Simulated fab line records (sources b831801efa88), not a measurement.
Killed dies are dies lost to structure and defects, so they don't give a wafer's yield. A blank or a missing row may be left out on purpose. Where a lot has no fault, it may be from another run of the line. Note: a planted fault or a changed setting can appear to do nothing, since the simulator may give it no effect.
fab line records + flow sky130
record
- lots=14
- wafers=42
- last_day=51
route steps=708 shown PAD_OPEN@698
lots that met no fault: taken from a fault-free run of the same line
start_h: hours from the record's opening day to when the first of the lot's shown wafers began + wait_h: hours from the lot's prior step to this one + " as in the row above + L1.1+2: a single row standing in for several wafers + - no value, or no start was given + * or withheld: withheld + < > ~ a bound
route shown NAME@n: a module of which the file shows steps, and the number in the route of the first + usual: the fault-free wafers' mean and standard deviation + same: alike in all rows + chamber/n: place in a boat + sites: the reading at each site + _std_site: how widely they spread, as a standard deviation + _edge_site: inner sites' mean taken away from outer sites' mean + radius_mm: how far each site lies from the wafer's centre + mask NAME#n: copy n + behind: tool/chamber where the wafer was last shaped + hold: what put the lot on hold/how long, in hours/how the hold closed + device: the n, p or np transistor that did not switch + end of line: the route-end tests of the same wafers + a step given without rows: its recipe and nothing more + killed: count of dies lost to structure and defects at first sort (not the wafer's yield) + map: a wafer's dies, x killed, . not, _ none there
set.NAME: setting as actually run; set.NAME@STEP: the setting as run at that earlier step + model.NAME: the simulator's own value behind a step, which no gauge read
one table for each step of the route and one row for each wafer, over a sample of lots
services: the hour from which a tool's chamber was out of use, counted from the record's first day as start_h (under 0 if before that day), plus the number of hours and why
## steps
# step SKY_PAD_OPEN_EXPOSE_04
# recipe
- mask_id=PDM
- target_cd_nm=60000
- na=0.57
- dose_mj=260
# usual
- exposure_dose_mJ_cm2=260.01/0.22
- focus_offset_nm=0.0/0.54
- reticle_temp_C=23.01/0.1
- stage_vel_mm_s=500.02/0.27
| lot.wafer | tool             | chamber | start_h | wait_h | mask  | exposure_dose_mJ_cm2 | focus_offset_nm | reticle_temp_C | stage_vel_mm_s |
|-----------|------------------|---------|---------|--------|-------|----------------------|-----------------|----------------|----------------|
| L323.2    | iline_stepper-01 | 0       | 1079.85 | -      | PDM#0 | 259.87               | -0.2            | 23.05          | 500.11         |
| L323.3    | "                | 0       | "       | "      | PDM#0 | 259.70               | 0.3             | 22.98          | 500.08         |
| L323.6    | "                | 0       | "       | "      | PDM#0 | 259.88               | 0.2             | 23.01          | 499.89         |
| L324.1    | iline_stepper-02 | 0       | 1089.98 | -      | PDM#0 | 260.01               | -1.5            | 22.98          | 499.70         |
| L324.2    | "                | 0       | "       | "      | PDM#0 | 260.13               | -0.7            | 23.08          | 499.72         |
| L324.6    | "                | 0       | "       | "      | PDM#0 | 260.07               | -0.4            | 23.06          | 499.92         |
| L325.2    | iline_stepper-02 | 0       | 1099.94 | -      | PDM#0 | 260.18               | 0.5             | 23.07          | 500.39         |
| L325.4    | "                | 0       | "       | "      | PDM#0 | 260.24               | 0.6             | 23.07          | 500.08         |
| L325.5    | "                | 0       | "       | "      | PDM#0 | 260.04               | 0.6             | 22.95          | 499.82         |
| L329.1    | iline_stepper-01 | 0       | 1116.37 | -      | PDM#0 | 259.85               | 0.4             | 23.09          | 500.17         |
| L329.3    | "                | 0       | "       | "      | PDM#0 | 259.81               | -0.8            | 23.14          | 499.98         |
| L329.6    | "                | 0       | "       | "      | PDM#0 | 259.74               | 0.0             | 23.03          | 500.18         |
| L330.2    | iline_stepper-02 | -       | 1119.91 | -      | PDM#0 | -                    | -               | -              | -              |
| L330.3    | "                | -       | "       | "      | PDM#0 | -                    | -               | -              | -              |
| L330.5    | "                | -       | "       | "      | PDM#0 | -                    | -               | -              | -              |
| L331.1    | iline_stepper-01 | -       | 1128.68 | -      | PDM#0 | -                    | -               | -              | -              |
| L331.2    | "                | -       | "       | "      | PDM#0 | -                    | -               | -              | -              |
| L331.6    | "                | -       | "       | "      | PDM#0 | -                    | -               | -              | -              |
| L332.2    | iline_stepper-02 | 0       | 1135.85 | -      | PDM#0 | 260.11               | 0.3             | 23.07          | 500.04         |
| L332.3    | "                | 0       | "       | "      | PDM#0 | 260.10               | -0.3            | 22.85          | 499.75         |
| L332.6    | "                | 0       | "       | "      | PDM#0 | 259.90               | 0.1             | 22.79          | 500.23         |
| L334.1    | iline_stepper-02 | 0       | 1144.97 | -      | PDM#0 | 260.03               | 0.8             | 23.08          | 499.94         |
| L334.2    | "                | 0       | "       | "      | PDM#0 | 259.90               | -0.5            | 22.94          | 499.56         |
| L334.5    | "                | 0       | "       | "      | PDM#0 | 259.54               | -0.5            | 23.05          | 499.72         |
| L342.4    | iline_stepper-01 | 0       | 1185.37 | -      | PDM#0 | 260.36               | -0.4            | 22.81          | 499.90         |
| L342.5    | "                | 0       | "       | "      | PDM#0 | 260.39               | 0.1             | 22.89          | 499.99         |
| L342.6    | "                | 0       | "       | "      | PDM#0 | 260.39               | -0.8            | 22.92          | 500.20         |
| L344.1    | iline_stepper-02 | 0       | 1194.68 | -      | PDM#0 | 260.07               | 0.8             | 23.01          | 499.87         |
| L344.2    | "                | 0       | "       | "      | PDM#0 | 260.64               | 0.5             | 23.03          | 500.22         |
| L344.5    | "                | 0       | "       | "      | PDM#0 | 260.22               | 0.5             | 22.89          | 499.89         |
| L343.1    | iline_stepper-02 | 0       | 1198.57 | -      | PDM#0 | 259.85               | 0.3             | 23.00          | 500.32         |
| L343.3    | "                | 0       | "       | "      | PDM#0 | 259.69               | -0.7            | 23.14          | 500.24         |
| L343.4    | "                | 0       | "       | "      | PDM#0 | 259.93               | -0.5            | 22.94          | 500.06         |
| L345.1    | iline_stepper-02 | 0       | 1199.66 | -      | PDM#0 | 259.96               | -0.7            | 23.02          | 499.81         |
| L345.2    | "                | 0       | "       | "      | PDM#0 | 260.10               | -0.5            | 22.99          | 500.22         |
| L345.6    | "                | 0       | "       | "      | PDM#0 | 260.05               | -0.4            | 23.08          | 499.92         |
| L341.3    | iline_stepper-02 | 0       | 1200.76 | -      | PDM#0 | 259.89               | -0.3            | 22.93          | 500.25         |
| L341.4    | "                | 0       | "       | "      | PDM#0 | 259.98               | 0.0             | 23.14          | 500.04         |
| L341.5    | "                | 0       | "       | "      | PDM#0 | 259.81               | 0.3             | 22.88          | 500.23         |
| L346.2    | iline_stepper-01 | 0       | 1205.04 | -      | PDM#0 | 260.00               | 1.0             | 22.98          | 499.94         |
| L346.3    | "                | 0       | "       | "      | PDM#0 | 259.67               | 0.9             | 23.13          | 499.84         |
| L346.5    | "                | 0       | "       | "      | PDM#0 | 259.99               | -0.1            | 22.98          | 499.99         |
## services
| tool             | chamber | start_h | hours | kind |
|------------------|---------|---------|-------|------|
| iline_stepper-02 | -       | 1176.32 | 1.7   | pm   |
## key
first_sign
- step=SKY_PAD_OPEN_EXPOSE_04
- reading=tool_record
- direction=missing
effect none on later readings
met_at SKY_PAD_OPEN_EXPOSE_04
struck_lots L330,L331
later_rows_left_out L330.2,L330.3,L330.5,L331.1,L331.2,L331.6
sort_left_out L330.2,L330.3,L330.5,L331.1,L331.2,L331.6
onset_between 1116.37 1119.91
fault
- kind=skipped_step_whole
- tool=iline_stepper-01,iline_stepper-02
- chamber=-
- onset_h=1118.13
- steps=SKY_PAD_OPEN_EXPOSE_04
- scope=struck_lots_only
# sort_left_out: the simulated sort isn't trusted on such a fault, so these wafers' sort isn't shown, and their yield isn't known
# later_rows_left_out: the simulator's readings of these wafers behind a module that went badly wrong aren't trusted and aren't shown, but for the sort
